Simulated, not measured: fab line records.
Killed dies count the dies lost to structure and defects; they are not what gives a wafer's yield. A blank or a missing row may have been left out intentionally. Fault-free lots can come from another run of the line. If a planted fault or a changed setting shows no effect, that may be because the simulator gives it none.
A lot that was struck, set against a sound lot || flow gf180mcu || 19 steps out of a route of 602
Sound: wafers L184.1, L184.4, L184.5. Struck: wafers L192.1, L192.3 (left out: L192.2, a lot-mate that was not struck); the cause follows at the end.
Order at every step that has rows: each side's tool, ch and its chambers, its first start. Under that, the readings that differ: sound wafers || struck wafers || difference of the means || sigmas: that difference in standard deviations of wafers without a fault.
alike: words and numbers the same on both sides, and readings whose means are apart by under 2 such deviations; not compared: readings that were withheld, readings missing a value for some wafer, numbers with overlapping values and no deviation given by the record, and bounds like >300 which may hide the same value.
Wherever a step has rows on one side only, a row that says differs or no value, or a row with sigmas, the two part there. Numbers that don't overlap but have no deviation are shown without sigmas and don't part them. A reading missing from all wafers of one side parts the sides only when that side holds two or more wafers.

GF_M4_SPUTTER_00: material Ti, target thk 37.5 nm, time 150 s.
  sound on pvd sputter-03, day 23 23:13; struck on pvd sputter-02, day 26 15:47
{"reading": "throttle valve pct (%)", "sound": "31.3 31.3 29.1", "struck": "28.2 29.1", "difference": -1.9, "sigmas": -2}
  alike: cathode dc power W
GF_M4_SPUTTER_01: material TiN, target thk 30 nm, time 25 s.
  sound on pvd sputter-03, day 23 23:19; struck on pvd sputter-02, day 26 15:53
  alike: cathode dc power W, throttle valve pct
GF_M4_SPUTTER_02: material AlCu, target thk 450 nm, time 23.9 s.
  sound on pvd sputter-03, day 23 23:21; struck on pvd sputter-02, day 26 15:55
{"reading": "throttle valve pct (%)", "sound": "31.5 31.2 29.1", "struck": "28.3 29.1", "difference": -1.9, "sigmas": -2}
  alike: cathode dc power W
GF_M4_SPUTTER_03: material Ti, target thk 10 nm, time 6.7 s.
  sound on pvd sputter-03, day 23 23:23; struck on pvd sputter-02, day 26 15:56
  alike: cathode dc power W, throttle valve pct
GF_M4_SPUTTER_04: material TiN, target thk 50 nm, time 41.7 s.
  sound on pvd sputter-03, day 23 23:24; struck on pvd sputter-02, day 26 15:58
{"reading": "throttle valve pct (%)", "sound": "31.4 31.6 28.7", "struck": "28.7 29.0", "difference": -1.7, "sigmas": -2}
  alike: cathode dc power W
GF_M4_RS_MEAS_05: a four-point-probe measurement.
  sound on film metro-02, day 23 23:26; struck on film metro-03, day 26 16:00
  alike: M4_ALCU_RS
GF_M4_THK_MEAS_06: measures by xrf.
  sound on film metro-02, day 23 23:34; struck on film metro-03, day 26 16:07
  alike: M4_ALCU_THK
then, 5 steps without rows for these wafers: GF_M4_DEHYDRATE_07 (time 60 s); GF_M4_HMDS_08 (prime time 60 s); GF_M4_COAT_09 (resist thk 1000 nm); GF_M4_SOFTBAKE_10 (time 60 s); GF_M4_EXPOSE_11 (exposes mask Metal4, target cd 280 nm).
GF_M4_PEB_12: peb time 90 s.
  sound on litho track-04 ch 0, day 24 21:11; struck on litho track-01 ch 0, day 27 12:12
{"reading": "heater power total W (W)", "sound": "85.81 85.78 85.73", "struck": "94.37 94.34", "difference": "+8.58", "sigmas": "+99 or more"}
  alike: exhaust pa
then, 1 step without rows for these wafers: GF_M4_DEVELOP_13 (develop time 60 s).
GF_M4_CD_MEAS_14: the cd target is 280 nm.
  sound on cd sem-02, day 24 21:36; struck on cd sem-02, day 27 12:33
{"reading": "cd nm (nm)", "sound": "279.9 279.8 280.1", "struck": "287.5 286.1", "difference": "+6.9", "sigmas": "+6"}
GF_M4_OVL_MEAS_15:
  sound on overlay-01, day 24 21:43; struck on overlay-02, day 27 12:40
  alike: M4_OVL
GF_M4_METAL_ETCH_16: etches the open film in Cl2/BCl3, stops on SiO2, target depth 750.8 nm, time 125.1 s.
  sound on rie metal-01 ch 0, day 24 21:45; struck on rie metal-02 ch 1, day 27 12:42
{"reading": "model.M4.cd nm (nm)", "sound": "281.3 279 279.9", "struck": "290.5 288.8", "difference": "+9.6", "sigmas": ""}
  alike: drypump motor current A, mfc cl2 sccm, oes product au, throttle valve pct
  not compared: rf hours counter h
then, 1 step without rows for these wafers: GF_M4_STRIP_17 (strips in O2/N2).
-- the record jumps here: 5 days lie between the struck wafers' starts before and after (it left off in module M4 and takes up again in module PASSIVATION, whose first step shown is number 602 of the route) --
GF_PASSIVATION_PROBE_99:
  record: rows for the struck wafers here (prober-02, day 32 15:17), none for the sound ones

== WHERE THEY PART ==
Earliest at GF_M4_SPUTTER_00; latest, in this record, at GF_PASSIVATION_PROBE_99.

WHY: the cause the simulator had injected
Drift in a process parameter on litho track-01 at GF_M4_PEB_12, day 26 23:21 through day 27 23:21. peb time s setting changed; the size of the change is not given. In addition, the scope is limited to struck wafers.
